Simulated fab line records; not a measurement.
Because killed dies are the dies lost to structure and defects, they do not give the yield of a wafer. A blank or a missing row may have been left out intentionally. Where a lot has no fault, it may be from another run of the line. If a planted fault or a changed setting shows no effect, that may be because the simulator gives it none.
Which tool did it? / flow sfq-line / 14 lots with 42 wafers sampled at 2 steps, on a route of 325 steps

== WHAT THE GAUGES SHOWED, per wafer ==
No reading from a measuring or inspecting step in the record can be judged against a usual standard deviation.

== WHAT TOOL EACH LOT RAN ON (gives the tool, then ch and the chambers of the sampled wafers, and finally the start) ==
lot=L534; SFQ_TRILAYER_I1_DEP_PECVD_045=pecvd-04 ch 0,1,2, day 15 12:32; SFQ_TRILAYER_I1_CMP_CMP_046=cmp-02 ch 0,1,3, day 16 01:19
lot=L536; SFQ_TRILAYER_I1_DEP_PECVD_045=pecvd-04 ch 0,1,2, day 16 00:38; SFQ_TRILAYER_I1_CMP_CMP_046=cmp-01 ch 0,3, day 16 12:51
lot=L537; SFQ_TRILAYER_I1_DEP_PECVD_045=pecvd-04 ch 0,1,2, day 16 08:50; SFQ_TRILAYER_I1_CMP_CMP_046=cmp-02 ch 0,1,2, day 16 22:19
lot=L539; SFQ_TRILAYER_I1_DEP_PECVD_045=pecvd-03 ch 0,1,2, day 16 23:17; SFQ_TRILAYER_I1_CMP_CMP_046=cmp-01 ch 1,3, day 17 04:21
lot=L547; SFQ_TRILAYER_I1_DEP_PECVD_045=pecvd-01 ch 0,2, day 22 10:23; SFQ_TRILAYER_I1_CMP_CMP_046=cmp-01 ch 0,2,3, day 22 14:46
lot=L548; SFQ_TRILAYER_I1_DEP_PECVD_045=pecvd-01 ch 0,2, day 22 18:46; SFQ_TRILAYER_I1_CMP_CMP_046=cmp-01 ch 0,2,3, day 22 22:16
lot=L549; SFQ_TRILAYER_I1_DEP_PECVD_045=pecvd-04 ch 0,1, day 22 22:22; SFQ_TRILAYER_I1_CMP_CMP_046=cmp-02 ch 0,1,3, day 23 01:41
lot=L550; SFQ_TRILAYER_I1_DEP_PECVD_045=pecvd-01 ch 1,2, day 24 16:43; SFQ_TRILAYER_I1_CMP_CMP_046=cmp-01 ch 0,2,3, day 24 18:35
lot=L551; SFQ_TRILAYER_I1_DEP_PECVD_045=pecvd-01 ch 0,1,2, day 25 00:10; SFQ_TRILAYER_I1_CMP_CMP_046=cmp-01 ch 1,2,3, day 25 00:14
lot=L552; SFQ_TRILAYER_I1_DEP_PECVD_045=pecvd-04 ch 1,2, day 25 09:46; SFQ_TRILAYER_I1_CMP_CMP_046=cmp-02 ch 2,3, day 25 16:40
lot=L553; SFQ_TRILAYER_I1_DEP_PECVD_045=pecvd-01 ch 0,1,2, day 25 16:58; SFQ_TRILAYER_I1_CMP_CMP_046=cmp-02 ch 0,2,3, day 25 19:10
lot=L554; SFQ_TRILAYER_I1_DEP_PECVD_045=pecvd-04 ch 0,2, day 26 06:10; SFQ_TRILAYER_I1_CMP_CMP_046=cmp-01 ch 2,3, day 26 06:14
lot=L555; SFQ_TRILAYER_I1_DEP_PECVD_045=pecvd-03 ch 0,1,2, day 26 07:22; SFQ_TRILAYER_I1_CMP_CMP_046=cmp-02 ch 0,1,2, day 26 07:58
lot=L556; SFQ_TRILAYER_I1_DEP_PECVD_045=pecvd-01 ch 0,1,2, day 26 13:22; SFQ_TRILAYER_I1_CMP_CMP_046=cmp-02 ch 0,2,3, day 26 13:26
- SFQ_TRILAYER_I1_DEP_PECVD_045: deposits SiO2 from SiH4/N2O, time 111.11 s, target thk 500 nm.
- SFQ_TRILAYER_I1_CMP_CMP_046: polishes SiO2.

== WHAT THE TOOLS THEMSELVES READ (means of the sampled wafers that have a number; where no wafer has one, the mark that the record gives instead) ==
SFQ_TRILAYER_I1_DEP_PECVD_045. Usual: chamber-pressure-Torr 2.400 Torr, standard deviation 0.0051; heater-power-w 83 W, standard deviation 18; run-length-s 139.0 s, standard deviation 0.6; throttle-valve-pct 25.8 %, standard deviation 1.1.
lot=L534; tool=pecvd-04; chamber-pressure-Torr (Torr)=2.400; heater-power-w (W)=96; run-length-s (s)=138.3; throttle-valve-pct (%)=26.7; flag=
lot=L536; tool=pecvd-04; chamber-pressure-Torr (Torr)=2.398; heater-power-w (W)=99; run-length-s (s)=166.2; throttle-valve-pct (%)=26.6; flag=OFF
lot=L537; tool=pecvd-04; chamber-pressure-Torr (Torr)=2.399; heater-power-w (W)=100; run-length-s (s)=166.3; throttle-valve-pct (%)=26.5; flag=OFF
lot=L539; tool=pecvd-03; chamber-pressure-Torr (Torr)=2.403; heater-power-w (W)=75; run-length-s (s)=139.4; throttle-valve-pct (%)=24.3; flag=
lot=L547; tool=pecvd-01; chamber-pressure-Torr (Torr)=2.407; heater-power-w (W)=78; run-length-s (s)=139.3; throttle-valve-pct (%)=25.0; flag=
lot=L548; tool=pecvd-01; chamber-pressure-Torr (Torr)=2.403; heater-power-w (W)=88; run-length-s (s)=139.5; throttle-valve-pct (%)=25.2; flag=
lot=L549; tool=pecvd-04; chamber-pressure-Torr (Torr)=2.396; heater-power-w (W)=88; run-length-s (s)=138.6; throttle-valve-pct (%)=26.7; flag=
lot=L550; tool=pecvd-01; chamber-pressure-Torr (Torr)=2.398; heater-power-w (W)=75; run-length-s (s)=139.1; throttle-valve-pct (%)=26.3; flag=
lot=L551; tool=pecvd-01; chamber-pressure-Torr (Torr)=2.398; heater-power-w (W)=77; run-length-s (s)=138.8; throttle-valve-pct (%)=25.8; flag=
lot=L552; tool=pecvd-04; chamber-pressure-Torr (Torr)=2.396; heater-power-w (W)=94; run-length-s (s)=138.2; throttle-valve-pct (%)=26.3; flag=
lot=L553; tool=pecvd-01; chamber-pressure-Torr (Torr)=2.404; heater-power-w (W)=77; run-length-s (s)=139.3; throttle-valve-pct (%)=25.9; flag=
lot=L554; tool=pecvd-04; chamber-pressure-Torr (Torr)=2.400; heater-power-w (W)=108; run-length-s (s)=138.8; throttle-valve-pct (%)=27.0; flag=
lot=L555; tool=pecvd-03; chamber-pressure-Torr (Torr)=2.396; heater-power-w (W)=71; run-length-s (s)=139.3; throttle-valve-pct (%)=24.8; flag=
lot=L556; tool=pecvd-01; chamber-pressure-Torr (Torr)=2.395; heater-power-w (W)=73; run-length-s (s)=139.4; throttle-valve-pct (%)=25.8; flag=

SFQ_TRILAYER_I1_CMP_CMP_046. Usual: motor-current-A 10.7 A, standard deviation 1; time-to-endpoint-s 215 s, standard deviation 6.1.
lot=L534; tool=cmp-02; motor-current-A (A)=10.5; time-to-endpoint-s (s)=210; flag=
lot=L536; tool=cmp-01; motor-current-A (A)=11.5; time-to-endpoint-s (s)=308; flag=OFF
lot=L537; tool=cmp-02; motor-current-A (A)=10.0; time-to-endpoint-s (s)=297; flag=OFF
lot=L539; tool=cmp-01; motor-current-A (A)=11.7; time-to-endpoint-s (s)=216; flag=
lot=L547; tool=cmp-01; motor-current-A (A)=10.7; time-to-endpoint-s (s)=221; flag=
lot=L548; tool=cmp-01; motor-current-A (A)=11.1; time-to-endpoint-s (s)=217; flag=
lot=L549; tool=cmp-02; motor-current-A (A)=9.9; time-to-endpoint-s (s)=224; flag=
lot=L550; tool=cmp-01; motor-current-A (A)=11.0; time-to-endpoint-s (s)=218; flag=
lot=L551; tool=cmp-01; motor-current-A (A)=10.9; time-to-endpoint-s (s)=213; flag=
lot=L552; tool=cmp-02; motor-current-A (A)=9.5; time-to-endpoint-s (s)=210; flag=
lot=L553; tool=cmp-02; motor-current-A (A)=9.7; time-to-endpoint-s (s)=213; flag=
lot=L554; tool=cmp-01; motor-current-A (A)=10.7; time-to-endpoint-s (s)=213; flag=
lot=L555; tool=cmp-02; motor-current-A (A)=9.9; time-to-endpoint-s (s)=217; flag=
lot=L556; tool=cmp-02; motor-current-A (A)=9.6; time-to-endpoint-s (s)=216; flag=

== THE ANSWER, worked out from the rows above alone ==
Rule: a lot is off if the mean of its wafers that have a number lies more than 3 standard deviations from the usual mean. A lot without any number at a reading at which 4 lots or more have one is off too. Any other lot the step has rows for is counted as sound. After the gauges, taken in route order, come the tools' own readings; for these a lot's mean is taken, as printed above. The first step at which some lot is off is used, and at that step the reading that is off furthest; a lot without a number counts as furthest.
Off: L536, L537 (SFQ_TRILAYER_I1_DEP_PECVD_045, run-length-s).
A tool fits if, at that step or a process step before it, it ran every lot that is off, and no sound lot after the first of them. Of those tried, none fits.

== WHAT THE SIMULATOR PUT IN ==
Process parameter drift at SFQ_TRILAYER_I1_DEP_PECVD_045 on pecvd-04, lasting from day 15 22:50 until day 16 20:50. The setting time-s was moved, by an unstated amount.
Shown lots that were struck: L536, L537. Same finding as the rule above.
